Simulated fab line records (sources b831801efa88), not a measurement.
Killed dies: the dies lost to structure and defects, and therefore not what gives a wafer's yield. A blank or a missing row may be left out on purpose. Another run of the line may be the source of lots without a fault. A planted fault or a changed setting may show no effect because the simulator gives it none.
Which tool was responsible? / flow gf180mcu / Sampling: 13 lots, 39 wafers, 4 of 602 route steps

WHAT THE GAUGES SHOWED, per wafer
GF_HV_LDD_CD_MEAS_07: target cd 400 nm. Usual: 399.6 nm for cdNm, sd 2.2.
lot=L832; measured=day 11 04:08; on=cdSem-01; cdNm (nm)=396.5 395.8 397.5; flag=
lot=L833; measured=day 11 16:49; on=cdSem-02; cdNm (nm)=399.6 400.5 399.7; flag=
lot=L835; measured=day 12 05:34; on=cdSem-01; cdNm (nm)=396.0 395.9 398.8; flag=
lot=L839; measured=day 13 07:19; on=cdSem-01; cdNm (nm)=403.9 402.1 403.4; flag=
lot=L841; measured=day 14 01:13; on=cdSem-01; cdNm (nm)=400.3 400.3 400.0; flag=
lot=L843; measured=day 14 14:55; on=cdSem-01; cdNm (nm)=403.1 400.6 402.4; flag=
lot=L845; measured=day 15 04:08; on=cdSem-02; cdNm (nm)=319.9 320.5 320.3; flag=OFF
lot=L846; measured=day 15 15:44; on=cdSem-01; cdNm (nm)=400.4 401.3 400.5; flag=
lot=L847; measured=day 15 20:02; on=cdSem-02; cdNm (nm)=398.6 398.2 397.9; flag=
lot=L850; measured=day 16 17:02; on=cdSem-02; cdNm (nm)=403.2 401.4 402.1; flag=
lot=L851; measured=day 16 22:25; on=cdSem-02; cdNm (nm)=396.8 396.7 397.8; flag=
lot=L852; measured=day 17 06:34; on=cdSem-02; cdNm (nm)=401.5 401.8 401.6; flag=
lot=L853; measured=day 17 13:19; on=cdSem-02; cdNm (nm)=401.8 401.7 401.9; flag=

GF_CONTACT_THK_MEAS_26: measures by xrf. Usual: CONTACT_W_THK 301 nm, standard deviation 4.7.
lot=L832; measured=day 17 23:58; on=filmMetro-04; CONTACT_W_THK (nm)=296 300 298; flag=
lot=L833; measured=day 18 13:05; on=filmMetro-04; CONTACT_W_THK (nm)=300 300 297; flag=
lot=L835; measured=day 19 05:12; on=filmMetro-02; CONTACT_W_THK (nm)=307 305 311; flag=
lot=L839; measured=day 20 10:37; on=filmMetro-03; CONTACT_W_THK (nm)=296 298 301; flag=
lot=L841; measured=day 21 08:45; on=filmMetro-04; CONTACT_W_THK (nm)=293 303 290; flag=
lot=L843; measured=day 22 00:15; on=filmMetro-04; CONTACT_W_THK (nm)=307 300 307; flag=
lot=L845; measured=day 22 15:25; on=filmMetro-03; CONTACT_W_THK (nm)=297 298 292; flag=
lot=L846; measured=day 23 02:19; on=filmMetro-04; CONTACT_W_THK (nm)=301 301 297; flag=
lot=L847; measured=day 23 07:40; on=filmMetro-04; CONTACT_W_THK (nm)=295 301 301; flag=
lot=L850; measured=day 24 04:11; on=filmMetro-03; CONTACT_W_THK (nm)=301 292 301; flag=
lot=L851; measured=day 24 09:30; on=filmMetro-02; CONTACT_W_THK (nm)=305 309 304; flag=
lot=L852; measured=day 24 17:48; on=filmMetro-02; CONTACT_W_THK (nm)=310 310 303; flag=
lot=L853; measured=day 25 01:57; on=filmMetro-04; CONTACT_W_THK (nm)=297 303 298; flag=

GF_M1_OVL_MEAS_15. Usual: M1_OVL 0 nm, standard deviation 6.
lot=L832; measured=day 19 00:28; on=overlay-01; M1_OVL (nm)=-9 -3 -11; flag=
lot=L833; measured=day 19 13:45; on=overlay-02; M1_OVL (nm)=4 3 2; flag=
lot=L835; measured=day 20 07:43; on=overlay-02; M1_OVL (nm)=0 -7 2; flag=
lot=L839; measured=day 21 12:38; on=overlay-02; M1_OVL (nm)=-3 0 -4; flag=
lot=L841; measured=day 22 10:14; on=overlay-01; M1_OVL (nm)=2 5 8; flag=
lot=L843; measured=day 23 01:35; on=overlay-02; M1_OVL (nm)=3 6 11; flag=
lot=L845; measured=day 23 16:31; on=overlay-01; M1_OVL (nm)=3 1 2; flag=
lot=L846; measured=day 24 02:59; on=overlay-01; M1_OVL (nm)=7 1 -5; flag=
lot=L847; measured=day 24 08:29; on=overlay-01; M1_OVL (nm)=1 -1 1; flag=
lot=L850; measured=day 25 04:29; on=overlay-01; M1_OVL (nm)=-2 -8 4; flag=
lot=L851; measured=day 25 09:38; on=overlay-01; M1_OVL (nm)=-1 5 3; flag=
lot=L852; measured=day 25 16:53; on=overlay-01; M1_OVL (nm)=-1 3 -4; flag=
lot=L853; measured=day 26 01:00; on=overlay-01; M1_OVL (nm)=-11 -8 -1; flag=

EACH LOT AND THE TOOL THAT RAN IT (in order: tool; ch and the chambers of the sampled wafers; start)
lot=L832; GF_HV_LDD_EXPOSE_04=ilineStepper-02 ch 0, day 10 17:43
lot=L833; GF_HV_LDD_EXPOSE_04=ilineStepper-02 ch 0, day 11 06:06
lot=L835; GF_HV_LDD_EXPOSE_04=ilineStepper-01 ch 0, day 11 18:44
lot=L839; GF_HV_LDD_EXPOSE_04=ilineStepper-01 ch 0, day 12 21:50
lot=L841; GF_HV_LDD_EXPOSE_04=ilineStepper-02 ch 0, day 13 15:11
lot=L843; GF_HV_LDD_EXPOSE_04=ilineStepper-01 ch 0, day 14 03:35
lot=L845; GF_HV_LDD_EXPOSE_04=ilineStepper-01 ch 0, day 14 17:50
lot=L846; GF_HV_LDD_EXPOSE_04=ilineStepper-02 ch 0, day 15 03:58
lot=L847; GF_HV_LDD_EXPOSE_04=ilineStepper-01 ch 0, day 15 08:55
lot=L850; GF_HV_LDD_EXPOSE_04=ilineStepper-01 ch 0, day 16 05:24
lot=L851; GF_HV_LDD_EXPOSE_04=ilineStepper-02 ch 0, day 16 10:26
lot=L852; GF_HV_LDD_EXPOSE_04=ilineStepper-01 ch 0, day 16 18:56
lot=L853; GF_HV_LDD_EXPOSE_04=ilineStepper-01 ch 0, day 17 01:43
- GF_HV_LDD_EXPOSE_04: exposes mask Nplus LV AREA, target cd 400 nm.

AS READ BY THE TOOLS THEMSELVES (means over the sampled wafers that have a number; for cases with no such wafer, the mark the record gives instead)
The record holds no such reading with a usual standard deviation.

THE ANSWER, worked out from the rows above alone
Rule: lot off if the mean of its wafers having a number is beyond 3 standard deviations from the usual mean. Also off: a lot with no number at a reading for which 4 or more lots have one. All remaining lots with rows at the step are treated as sound. The gauges are gone through in route order, then the tools' own readings, and for those a lot's mean is taken as printed above. At the first step where some lot is off, the reading lying furthest off is the one used; lots without a number count as furthest.
Off: L845, at GF_HV_LDD_CD_MEAS_07 (cdNm).
If a tool, at a process step before that reading, ran all the lots that are off and no sound lot after the first of them, it fits. Those tools and the gauges at GF_HV_LDD_CD_MEAS_07 are tried in the same way. Of those tried, none fits.

WHAT THE SIMULATOR HAD PUT IN
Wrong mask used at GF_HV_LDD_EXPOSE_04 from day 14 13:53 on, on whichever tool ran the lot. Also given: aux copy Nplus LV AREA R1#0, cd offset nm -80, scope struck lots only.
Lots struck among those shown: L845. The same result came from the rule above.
